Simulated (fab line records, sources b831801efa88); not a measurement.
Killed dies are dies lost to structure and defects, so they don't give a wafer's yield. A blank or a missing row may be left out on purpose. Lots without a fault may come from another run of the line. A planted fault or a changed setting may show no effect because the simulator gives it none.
A struck lot beside a sound one | flow gf180mcu | 20 steps out of a route of 602
Sound: wafers L613.1, L613.3, L613.4. Struck: wafers L614.1, L614.3, L614.5. The cause comes at the end.
At each step with rows: each side's tool, then ch and its chambers, then its first start. Under that, the readings that differ: sound wafers | struck wafers | difference of the means | sigmas: that difference in standard deviations of wafers without a fault.
alike: readings whose means differ by less than 2 such deviations, and words and numbers that are the same on both sides. not compared: withheld readings, readings that some wafer has no value for, bounds like >300 that may hide the same value, and numbers for which the record gives no deviation and whose values overlap.
The two part at a step that has a row with sigmas, a row that says differs or no value, or rows on one side only. Numbers that don't overlap but have no deviation are shown without sigmas and don't part them. A reading that every wafer of one side lacks parts them only if that side has two wafers or more.

first, 1 step without rows for these wafers: GF_POLY_GATE_CVD_00 (deposits poly-Si, target thk 200 nm, time 1200 s).
GF_POLY_GATE_THK_MEAS_01:
  sound on film_metro-01, day 9 20:01; struck on film_metro-03, day 10 04:22
  alike: POLY_GATE_CVD_00_THK
then, 8 steps without rows for these wafers: GF_POLY_GATE_DEHYDRATE_02 (time 60 s); GF_POLY_GATE_HMDS_03 (prime time 60 s); GF_POLY_GATE_COAT_04; GF_POLY_GATE_COAT_05 (resist thk 700 nm); GF_POLY_GATE_SOFTBAKE_06 (time 60 s); GF_POLY_GATE_EXPOSE_07 (exposes mask Poly2, target cd 280 nm); GF_POLY_GATE_PEB_08 (peb time 90 s); GF_POLY_GATE_DEVELOP_09 (develop time 60 s).
GF_POLY_GATE_CD_MEAS_10: target cd 280 nm.
  sound on cd_sem-02, day 10 14:17; struck on cd_sem-02, day 10 22:06
  alike: cd_nm
GF_POLY_GATE_OVL_MEAS_11:
  sound on overlay-02, day 10 14:24; struck on overlay-01, day 10 22:13
  alike: POLY_GATE_OVL
GF_POLY_GATE_ETCH_12: etches BARC in N2/H2.
  sound on rie_diel-03 ch 0,1, day 10 14:26; struck on rie_diel-02 ch 0,3, day 10 22:15
  no value came back on the struck wafers for any of 5 readings (bias_w (W), chamber_pressure_mTorr (mTorr) and others); on the sound wafers bias_w (W) reads 100.06 99.73 99.81
GF_POLY_GATE_ETCH_13: etches poly-Si in HBr/Cl2, stops on SiO2, target depth 198.5 nm, time 69.6 s.
  sound on rie_si-02 ch 0,2, day 10 14:29; struck on rie_si-01 ch 1,3, day 10 22:18
  reading               | sound             | struck            | difference | sigmas
  oes_product_au (a.u.) | 0.977 0.986 0.994 | 0.275 0.275 0.270 | -0.712     | -91
  alike: HBr_flow_sccm, bias_w, drypump_motor_current_A, throttle_valve_pct
  not compared: rf_hours_counter_h
GF_POLY_GATE_STRIP_14: strips in O2/N2.
  sound on plasma_asher-01 ch 0,1, day 10 14:32; struck on plasma_asher-02 ch 0,1, day 10 22:22
  reading               | sound             | struck            | difference | sigmas
  oes_product_au (a.u.) | 0.498 0.505 0.509 | 0.524 0.533 0.526 | +0.024     | +5
  alike: drypump_motor_current_A, heater_power_w, o2_flow_sccm
  not compared: rf_hours_counter_h
then, 2 steps without rows for these wafers: GF_POLY_GATE_CLEAN_15 (cleans in SC1/SC2, time 150 s); GF_POLY_GATE_OXIDATION_16 (stabilise 600 s, purge 300 s, target thk 4 nm).
GF_POLY_GATE_THK_MEAS_17:
  sound on film_metro-04, day 10 16:59; struck on film_metro-03, day 10 23:49
  alike: POLY_GATE_OXIDATION_THK
GF_POLY_GATE_CD_MEAS_18:
  sound on cd_sem-01, day 10 17:03; struck on cd_sem-02, day 10 23:52
  reading    | sound             | struck | difference                    | sigmas
  cd_nm (nm) | 281.6 279.6 282.8 | - - -  | no value on the struck wafers |
then, 1 step without rows for these wafers: GF_HV_LDD_DEHYDRATE_00 (time 60 s).

WHERE THEY PART
First at GF_POLY_GATE_ETCH_12; last, within this record, at GF_POLY_GATE_CD_MEAS_18.

WHY: what the simulator had put in
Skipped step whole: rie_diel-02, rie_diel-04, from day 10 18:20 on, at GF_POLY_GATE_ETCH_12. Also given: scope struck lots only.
